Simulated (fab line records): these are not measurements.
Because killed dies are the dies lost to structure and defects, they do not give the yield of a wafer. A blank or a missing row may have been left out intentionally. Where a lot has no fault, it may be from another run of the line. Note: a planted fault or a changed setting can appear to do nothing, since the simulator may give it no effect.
Lot-split experiment :: flow sky130 :: route with 708 steps; 5 lots, 23 wafers read

## THE SPLIT ITSELF
At SKY_VIA3_CMP_02 (polishes SiO2), the setting leave-above-ref-nm was moved away from the recipe's 465 nm on 8 of the 23 wafers read, by -6.1% to -3.5%. This setting was run at the recipe's value on the other wafers.

## FROM THE SPLIT TO THE READING: what the file shows between them, 2 steps
- SKY_VIA3_DEHYDRATE_04: time 60 s
- SKY_VIA3_ETCH_14: etches BARC in N2/H2, stops on SiO2, time 45.9 s, target depth 60 nm

## THE READING
oes-product-au, in a.u., at SKY_VIA3_ETCH_15 (etches SiO2 in C4F8/O2/Ar, stops on TiN, target depth 507 nm, time 78 s). A value of 0.947 a.u. with a standard deviation of 0.0044 a.u. is what fault-free wafers of this fab line usually give.

wafer: L078.1
tool, chamber at the split: cmp-02, 3,2,0
leave-above-ref-nm as run, nm: 465
against the recipe: recipe
oes-product-au, a.u.: 0.946
against lot-mates on the recipe: -

wafer: L078.3
tool, chamber at the split: cmp-02, 0,3
leave-above-ref-nm as run, nm: 441.9
against the recipe: -5.0%
oes-product-au, a.u.: 0.918
against lot-mates on the recipe: -0.029

wafer: L078.4
tool, chamber at the split: cmp-02, 3,2,0
leave-above-ref-nm as run, nm: 465
against the recipe: recipe
oes-product-au, a.u.: 0.946
against lot-mates on the recipe: -

wafer: L078.5
tool, chamber at the split: cmp-02, 0,3
leave-above-ref-nm as run, nm: 441.9
against the recipe: -5.0%
oes-product-au, a.u.: 0.914
against lot-mates on the recipe: -0.033

wafer: L078.6
tool, chamber at the split: cmp-02, 3,2,0
leave-above-ref-nm as run, nm: 465
against the recipe: recipe
oes-product-au, a.u.: 0.950
against lot-mates on the recipe: -

wafer: L076.1
tool, chamber at the split: cmp-01, 2,0,1
leave-above-ref-nm as run, nm: 436.5
against the recipe: -6.1%
oes-product-au, a.u.: 0.914
against lot-mates on the recipe: -0.028

wafer: L076.2
tool, chamber at the split: cmp-01, 1,3
leave-above-ref-nm as run, nm: 465
against the recipe: recipe
oes-product-au, a.u.: 0.943
against lot-mates on the recipe: -

wafer: L076.3
tool, chamber at the split: cmp-01, 1,3
leave-above-ref-nm as run, nm: 465
against the recipe: recipe
oes-product-au, a.u.: 0.942
against lot-mates on the recipe: -

wafer: L076.5
tool, chamber at the split: cmp-01, 2,0,1
leave-above-ref-nm as run, nm: 436.5
against the recipe: -6.1%
oes-product-au, a.u.: 0.912
against lot-mates on the recipe: -0.030

wafer: L076.6
tool, chamber at the split: cmp-01, 2,0,1
leave-above-ref-nm as run, nm: 436.5
against the recipe: -6.1%
oes-product-au, a.u.: 0.904
against lot-mates on the recipe: -0.038

wafer: L083.1
tool, chamber at the split: cmp-02, 3,0,1,2,0
leave-above-ref-nm as run, nm: 465
against the recipe: recipe
oes-product-au, a.u.: 0.940
against lot-mates on the recipe: -

wafer: L083.2
tool, chamber at the split: cmp-02, 3,0,1,2,0
leave-above-ref-nm as run, nm: 465
against the recipe: recipe
oes-product-au, a.u.: 0.945
against lot-mates on the recipe: -

wafer: L083.3
tool, chamber at the split: cmp-02, 3,0,1,2,0
leave-above-ref-nm as run, nm: 465
against the recipe: recipe
oes-product-au, a.u.: 0.949
against lot-mates on the recipe: -

wafer: L083.4
tool, chamber at the split: cmp-02, 3,0,1,2,0
leave-above-ref-nm as run, nm: 465
against the recipe: recipe
oes-product-au, a.u.: 0.950
against lot-mates on the recipe: -

wafer: L083.5
tool, chamber at the split: cmp-02, 3,0,1,2,0
leave-above-ref-nm as run, nm: 465
against the recipe: recipe
oes-product-au, a.u.: 0.946
against lot-mates on the recipe: -

wafer: L081.4
tool, chamber at the split: cmp-02, 0,2,3
leave-above-ref-nm as run, nm: 465
against the recipe: recipe
oes-product-au, a.u.: 0.950
against lot-mates on the recipe: -

wafer: L081.5
tool, chamber at the split: cmp-02, 0,2,3
leave-above-ref-nm as run, nm: 465
against the recipe: recipe
oes-product-au, a.u.: 0.951
against lot-mates on the recipe: -

wafer: L081.6
tool, chamber at the split: cmp-02, 0,2,3
leave-above-ref-nm as run, nm: 465
against the recipe: recipe
oes-product-au, a.u.: 0.949
against lot-mates on the recipe: -

wafer: L084.1
tool, chamber at the split: cmp-01, 1,2
leave-above-ref-nm as run, nm: 465
against the recipe: recipe
oes-product-au, a.u.: 0.945
against lot-mates on the recipe: -

wafer: L084.2
tool, chamber at the split: cmp-01, 3,0,1
leave-above-ref-nm as run, nm: 448.6
against the recipe: -3.5%
oes-product-au, a.u.: 0.923
against lot-mates on the recipe: -0.024

wafer: L084.3
tool, chamber at the split: cmp-01, 3,0,1
leave-above-ref-nm as run, nm: 448.6
against the recipe: -3.5%
oes-product-au, a.u.: 0.930
against lot-mates on the recipe: -0.017

wafer: L084.4
tool, chamber at the split: cmp-01, 1,2
leave-above-ref-nm as run, nm: 465
against the recipe: recipe
oes-product-au, a.u.: 0.949
against lot-mates on the recipe: -

wafer: L084.5
tool, chamber at the split: cmp-01, 3,0,1
leave-above-ref-nm as run, nm: 448.6
against the recipe: -3.5%
oes-product-au, a.u.: 0.933
against lot-mates on the recipe: -0.014
Where a row lists several chambers, the file gives one row for several wafers and doesn't say which wafer went through which chamber.

FIT RESULTS
A straight line over all 23 wafers: oes-product-au changes by +0.00591 a.u. for each +1% of leave-above-ref-nm; r = +0.97; the points scatter about the line by 0.0038 a.u.
The same after taking each lot's own level away (the mean of its wafers on the recipe; 23 wafers): +0.00553 a.u. for each +1%; r = +0.97; scatter 0.0034 a.u.
The reading moves by 0.034 a.u. for the largest change in leave-above-ref-nm, on that fit.
Across the lots, their own levels run from 0.9425 to 0.9500 a.u., a range of 1.7 times the standard deviation given above.
Consequently the slope shifts little with the lot-to-lot level, the two slopes agreeing.
Check: for one of the wafers moved furthest among these (-6.1%), held out of the fit, the line's prediction against its lot-mates is -0.0352 a.u. It came out at -0.0285 a.u. against them.

## OTHER SPLITS ON THESE WAFERS
Other splits were also applied to these wafers ahead of the reading. Each is held against what the fit with the lots' levels taken away leaves over:
other split on the same wafers: SKY_METAL3_SPUTTER_00 time-s
wafers away from the commonest value: 11
r with oes-product-au (lot level and that fit taken away): +0.13

other split on the same wafers: SKY_CAPM_SPUTTER_02 power-w
wafers away from the commonest value: 6
r with oes-product-au (lot level and that fit taken away): +0.15

## THE WHOLE CHAIN: every reading that the file lists as answering this split, in the file's order
step: SKY_VIA3_ETCH_15
what it does: etches SiO2 in C4F8/O2/Ar, stops on TiN, target depth 507 nm, time 78 s
reading: oes-product-au
change (the file's fit): +0.00558 a.u. for each +1% of the setting
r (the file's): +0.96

step: SKY_VIA3_ETCH_15
what it does: etches SiO2 in C4F8/O2/Ar, stops on TiN, target depth 507 nm, time 78 s
reading: VIA3.feature-depth-nm (the simulator's own value, which no gauge read)
change (the file's fit): +4.81 nm for each +1% of the setting
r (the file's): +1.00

## THE FILE'S OWN FIT
oes-product-au changes by +0.00558 a.u. for each +1% of leave-above-ref-nm, r = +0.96.
